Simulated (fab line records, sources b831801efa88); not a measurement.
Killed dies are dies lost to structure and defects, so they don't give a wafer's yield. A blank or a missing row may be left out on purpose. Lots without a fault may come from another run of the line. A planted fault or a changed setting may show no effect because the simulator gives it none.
Which tool did it? | flow gf180mcu | 14 lots, 41 wafers sampled, at 4 steps of a route of 602

WHAT THE GAUGES READ, wafer by wafer
The record holds no reading of a measuring or inspecting step that can be judged against a usual standard deviation.

WHICH TOOL RAN EACH LOT (tool, then ch and the chambers of the sampled wafers, then the start)
lot  | GF_HV_LDD_IMPLANT_34            | GF_V1_STRIP_18                       | GF_V3_CVD_02                    | GF_V3_ETCH_17
L388 | implanter-03 ch 0, day 12 00:23 | plasma_asher-01 ch 0,1, day 18 19:03 | pecvd-03 ch 0,1, day 22 02:16   | rie_diel-04 ch 0,1,3, no start
L389 | implanter-03 ch 0, day 12 02:47 | plasma_asher-01 ch 0,1, day 18 19:59 | pecvd-04 ch 0,1, day 22 02:38   | rie_diel-01 ch 1,2,3, no start
L393 | implanter-03 ch 0, day 13 02:11 | plasma_asher-02 ch 0,1, day 19 23:23 | pecvd-04 ch 0,2, day 23 03:56   | rie_diel-01 ch 0,3, no start
L394 | implanter-04 ch 0, day 13 12:32 | plasma_asher-02 ch 0,1, day 20 12:56 | pecvd-02 ch 1,2, day 23 17:31   | rie_diel-04 ch 0,2, no start
L395 | implanter-01 ch 0, day 13 18:52 | plasma_asher-02 ch 0,1, day 20 20:29 | pecvd-03 ch 0,2, day 24 00:10   | rie_diel-04 ch 0,3, no start
L396 | implanter-04 ch 0, day 14 05:39 | plasma_asher-04 ch 0,1, day 21 09:26 | pecvd-03 ch 1,2, day 24 12:38   | rie_diel-02 ch 1,3, no start
L397 | implanter-01 ch 0, day 14 23:35 | plasma_asher-04 ch 0,1, day 22 04:42 | pecvd-02 ch 0,2, day 25 06:54   | rie_diel-04 ch 0,1,2, no start
L398 | implanter-04 ch 0, day 15 01:13 | plasma_asher-01 ch 0,1, day 22 06:15 | pecvd-04 ch 0,2, day 25 08:14   | rie_diel-04 ch 0,2, no start
L401 | implanter-03 ch 0, day 16 01:54 | plasma_asher-04 ch 1, day 23 07:52   | pecvd-03 ch 0,2, day 26 06:16   | rie_diel-02 ch 1,3, no start
L403 | implanter-03 ch 0, day 16 09:01 | plasma_asher-04 ch 0,1, day 23 16:52 | pecvd-02 ch 0,2, day 26 14:18   | rie_diel-02 ch 0,1,2, no start
L407 | implanter-01 ch 0, day 17 23:07 | plasma_asher-04 ch 1, day 25 06:45   | pecvd-03 ch 1,2, day 28 00:55   | rie_diel-01 ch 0,2, no start
L409 | implanter-01 ch 0, day 18 11:50 | plasma_asher-04 ch 0,1, day 25 16:18 | pecvd-03 ch 0,1,2, day 28 11:37 | rie_diel-04 ch 1,2,3, no start
L410 | implanter-01 ch 0, day 18 19:55 | plasma_asher-02 ch 0,1, day 25 22:54 | pecvd-02 ch 1,2, day 28 17:37   | rie_diel-04 ch 0,1,3, no start
L411 | implanter-03 ch 0, day 19 02:05 | plasma_asher-04 ch 0,1, day 26 04:49 | pecvd-04 ch 0,1, day 28 22:22   | rie_diel-04 ch 0,3, no start
- GF_HV_LDD_IMPLANT_34
- GF_V1_STRIP_18: strips in O2/N2.
- GF_V3_CVD_02: deposits SiO2 from TEOS, target thk 850 nm, time 94.851 s.
- GF_V3_ETCH_17: etches SiO2 in C4F8/O2/Ar, stops on TiN, target depth 635 nm.

WHAT THE TOOLS THEMSELVES READ (means of the sampled wafers that have a number; where no wafer has one, the mark that the record gives instead)
GF_HV_LDD_IMPLANT_34.
lot  | tool         | beam_on_s (s) | faraday_current_uA
L388 | implanter-03 | 10.16         | 41.7
L389 | implanter-03 | 10.05         | 42.0
L393 | implanter-03 | 10.06         | 42.1
L394 | implanter-04 | 9.88          | 42.8
L395 | implanter-01 | 9.88          | 42.9
L396 | implanter-04 | 10.12         | 41.6
L397 | implanter-01 | 10.13         | 41.9
L398 | implanter-04 | 9.73          | 43.4
L401 | implanter-03 | 8.98          | 47.1
L403 | implanter-03 | 8.92          | 47.3
L407 | implanter-01 | 10.06         | 41.9
L409 | implanter-01 | 9.95          | 42.5
L410 | implanter-01 | 10.06         | 42.1
L411 | implanter-03 | 9.93          | 42.6

GF_V1_STRIP_18.
lot  | tool            | drypump_motor_current_A (A) | heater_power_w (W) | o2_flow_sccm (sccm) | oes_product_au (a.u.)
L388 | plasma_asher-01 | 5.8                         | 356                | 3015                | 0.594
L389 | plasma_asher-01 | 5.8                         | 353                | 2996                | 0.587
L393 | plasma_asher-02 | 5.0                         | 350                | 3007                | 0.592
L394 | plasma_asher-02 | 4.8                         | 354                | 2996                | 0.592
L395 | plasma_asher-02 | 4.8                         | 347                | 2995                | 0.589
L396 | plasma_asher-04 | 5.8                         | 323                | 2997                | 0.589
L397 | plasma_asher-04 | 5.8                         | 324                | 2998                | 0.595
L398 | plasma_asher-01 | 5.4                         | 366                | 3003                | 0.589
L401 | plasma_asher-04 | 6.4                         | 332                | 3006                | 0.594
L403 | plasma_asher-04 | 6.1                         | 326                | 2996                | 0.592
L407 | plasma_asher-04 | 6.5                         | 336                | 3002                | 0.594
L409 | plasma_asher-04 | 5.8                         | 321                | 3000                | 0.592
L410 | plasma_asher-02 | 5.0                         | 352                | 2999                | 0.593
L411 | plasma_asher-04 | 5.8                         | 321                | 2994                | 0.587

GF_V3_CVD_02.
lot  | tool     | heater_power_w (W)
L388 | pecvd-03 | 667
L389 | pecvd-04 | 699
L393 | pecvd-04 | 596
L394 | pecvd-02 | 706
L395 | pecvd-03 | 741
L396 | pecvd-03 | 655
L397 | pecvd-02 | 598
L398 | pecvd-04 | 615
L401 | pecvd-03 | 791
L403 | pecvd-02 | 619
L407 | pecvd-03 | 608
L409 | pecvd-03 | 751
L410 | pecvd-02 | 648
L411 | pecvd-04 | 691

GF_V3_ETCH_17.
lot  | tool        | oes_product_au (a.u.)
L388 | rie_diel-04 | 0.851
L389 | rie_diel-01 | 0.853
L393 | rie_diel-01 | 0.859
L394 | rie_diel-04 | 0.862
L395 | rie_diel-04 | 0.854
L396 | rie_diel-02 | 0.851
L397 | rie_diel-04 | 0.853
L398 | rie_diel-04 | 0.852
L401 | rie_diel-02 | 0.850
L403 | rie_diel-02 | 0.854
L407 | rie_diel-01 | 0.860
L409 | rie_diel-04 | 0.858
L410 | rie_diel-04 | 0.853
L411 | rie_diel-04 | 0.857

THE ANSWER, worked out from the rows above alone
Rule: what is usual is taken from the lots themselves. Put in order of their means at a reading, lots are off if they are a third of the lots or fewer, leave a main group of 4 or more, and stand apart from it by a gap of 3 or more times the standard deviation of the main group's means; of several such gaps the widest counts. A main group whose means are all the same, to the digits that the tables above print for the reading, isn't used. A lot without any number at a reading at which 4 lots or more have one is off too. The other lots that the step has rows for count as sound. The gauges are gone through in route order, then the tools' own readings, and for those a lot's mean is taken as printed above. The first step at which some lot is off is used, and at that step the reading that is off furthest; a lot without a number counts as furthest.
Off: L401, L403, at GF_HV_LDD_IMPLANT_34 (faraday_current_uA). The main group: mean 42.3, standard deviation 0.52.
A tool fits if, at that step or a process step before it, it ran every lot that is off, and no sound lot after the first of them. None of those tried fits.

WHAT THE SIMULATOR HAD PUT IN
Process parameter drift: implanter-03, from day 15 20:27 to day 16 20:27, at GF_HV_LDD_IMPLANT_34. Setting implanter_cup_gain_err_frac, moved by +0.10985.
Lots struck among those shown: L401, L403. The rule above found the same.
